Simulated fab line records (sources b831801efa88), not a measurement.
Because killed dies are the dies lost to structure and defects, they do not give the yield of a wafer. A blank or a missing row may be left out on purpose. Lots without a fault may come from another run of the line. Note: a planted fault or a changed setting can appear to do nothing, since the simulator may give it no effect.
Check for tools in common | flow gf180mcu | 13 lots, 45 wafers sampled

== WHY IT WAS OPENED ==
GF_POLY_GATE_THK_MEAS_17, reading POLY_GATE_OXIDATION_THK: flagged on 2 of 13 lots. Fault-free wafers read 3.98 nm, with a standard deviation of 0.083.
Rule: a lot gets a flag if all its wafers with a number sit over 4 standard deviations from that mean, or if no wafer of it has a number. The rest of the lots are taken to be sound.

lot  | measured     | on            | POLY_GATE_OXIDATION_THK (nm), wafer by wafer | flag
L220 | day 9 05:58  | film_metro-03 | 4.04 4.06 4.07                               |
L221 | day 9 12:09  | film_metro-03 | 4.14 4.01 3.96                               |
L223 | day 10 05:23 | film_metro-04 | 3.94 3.98 4.01                               |
L224 | day 10 11:34 | film_metro-03 | 3.98 3.96 3.92                               |
L227 | day 11 09:06 | film_metro-04 | 6.65 6.56 6.50 6.58 6.61 6.51                | FLAGGED
L233 | day 13 03:04 | film_metro-02 | 6.48 6.47 6.43 6.51 6.50 6.43                | FLAGGED
L234 | day 13 11:20 | film_metro-02 | 3.93 3.81 3.94                               |
L235 | day 13 18:43 | film_metro-03 | 3.91 3.97 3.84                               |
L236 | day 14 02:25 | film_metro-03 | 3.78 3.93 3.92                               |
L237 | day 14 09:24 | film_metro-03 | 3.99 3.94 4.05                               |
L240 | day 15 04:26 | film_metro-02 | 3.98 3.98 3.98                               |
L241 | day 15 13:11 | film_metro-04 | 4.08 3.98 3.97                               |
L243 | day 16 02:55 | film_metro-02 | 4.09 3.99 3.98                               |
The numbers of the flagged lots are 6.52 nm on average: +2.54 nm against the usual, or +31 standard deviations.

== LOT BY LOT: THE TOOL USED ==
The record holds 3 process steps before the reading, out of a route of 602 steps. Every cell lists first the tool, next ch and the chambers used by the sampled wafers, and last the start.
lot  | flag    | GF_VT_IMPLANT_RTA_45             | GF_DUAL_GATE_STRIP_13                | GF_POLY_GATE_OXIDATION_16
L220 |         | rtp_anneal-02 ch 0, day 7 14:22  | plasma_asher-01 ch 0,1, day 8 07:58  | furnace-01 ch 0, day 9 04:43
L221 |         | rtp_anneal-02 ch 0, day 7 19:38  | plasma_asher-01 ch 0,1, day 8 14:31  | furnace-01 ch 0, day 9 10:52
L223 |         | rtp_anneal-01 ch 0, day 8 08:33  | plasma_asher-03 ch 0,1, day 9 06:01  | furnace-02 ch 0, day 10 04:08
L224 |         | rtp_anneal-01 ch 0, day 8 16:20  | plasma_asher-04 ch 0,1, day 9 11:49  | furnace-02 ch 0, day 10 10:17
L227 | FLAGGED | rtp_anneal-02 ch 0, day 9 12:00  | plasma_asher-03 ch 0,1, day 10 08:19 | furnace-01 ch 0, day 11 06:25
L233 | FLAGGED | rtp_anneal-01 ch 0, day 11 03:21 | plasma_asher-01 ch 0,1, day 12 00:19 | furnace-02 ch 0, day 13 00:23 and furnace-01 ch 0, day 13 01:49
L234 |         | rtp_anneal-01 ch 0, day 11 11:27 | plasma_asher-03 ch 0,1, day 12 08:40 | furnace-01 ch 0, day 13 10:04
L235 |         | rtp_anneal-01 ch 0, day 11 18:06 | plasma_asher-03 ch 0,1, day 12 15:52 | furnace-01 ch 0, day 13 17:28
L236 |         | rtp_anneal-02 ch 0, day 12 03:40 | plasma_asher-03 ch 0,1, day 13 01:10 | furnace-01 ch 0, day 14 01:10
L237 |         | rtp_anneal-01 ch 0, day 12 08:47 | plasma_asher-03 ch 0,1, day 13 07:56 | furnace-02 ch 0, day 14 08:08
L240 |         | rtp_anneal-01 ch 0, day 13 03:25 | plasma_asher-03 ch 0,1, day 14 02:34 | furnace-02 ch 0, day 15 03:10
L241 |         | rtp_anneal-02 ch 0, day 13 11:14 | plasma_asher-03 ch 0,1, day 14 10:01 | furnace-01 ch 0, day 15 11:56
L243 |         | rtp_anneal-02 ch 0, day 14 00:21 | plasma_asher-01 ch 0,1, day 14 23:31 | furnace-01 ch 0, day 16 01:40
What the steps here do:
- GF_VT_IMPLANT_RTA_45: time 30 s.
- GF_DUAL_GATE_STRIP_13: strips in O2/N2.
- GF_POLY_GATE_OXIDATION_16: stabilise 600 s, purge 300 s, target thk 4 nm.
- GF_POLY_GATE_THK_MEAS_17

== FLAGGED OVER TOTAL, TOOL BY TOOL (the gauges that took the reading come last) ==
step                      | tool            | lots run | flagged | share of the flagged lots | sound lots run after its first flagged lot
GF_VT_IMPLANT_RTA_45      | rtp_anneal-01   | 7        | 1       | some                      | 4 (L234,L235,L237,L240)
GF_VT_IMPLANT_RTA_45      | rtp_anneal-02   | 6        | 1       | some                      | 3 (L236,L241,L243)
GF_DUAL_GATE_STRIP_13     | plasma_asher-01 | 4        | 1       | some                      | 1 (L243)
GF_DUAL_GATE_STRIP_13     | plasma_asher-03 | 8        | 1       | some                      | 6 (L234,L235,L236,L237,L240,L241)
GF_DUAL_GATE_STRIP_13     | plasma_asher-04 | 1        | 0       | none                      | -
GF_POLY_GATE_OXIDATION_16 | furnace-01      | 9        | 2       | all                       | 5 (L234,L235,L236,L241,L243)
GF_POLY_GATE_OXIDATION_16 | furnace-02      | 5        | 1       | some                      | 2 (L237,L240)
GF_POLY_GATE_THK_MEAS_17  | film_metro-02   | 4        | 1       | some                      | 3 (L234,L240,L243)
GF_POLY_GATE_THK_MEAS_17  | film_metro-03   | 6        | 0       | none                      | -
GF_POLY_GATE_THK_MEAS_17  | film_metro-04   | 3        | 1       | some                      | 1 (L241)

== THE TABLE: WHAT IT ALLOWS ==
In the table, 1 row covers all flagged lots: furnace-01 at GF_POLY_GATE_OXIDATION_16.
- furnace-01 at GF_POLY_GATE_OXIDATION_16: 2 of its 9 lots flagged. Sound lots followed the first flagged one (L234, L235, L236, L241, L243) on it, something a lasting fault affecting the whole tool could not allow.
None of the table's rows ran every flagged lot and, after the first, no sound lot.

== WHAT THE SIMULATOR HAD INSERTED ==
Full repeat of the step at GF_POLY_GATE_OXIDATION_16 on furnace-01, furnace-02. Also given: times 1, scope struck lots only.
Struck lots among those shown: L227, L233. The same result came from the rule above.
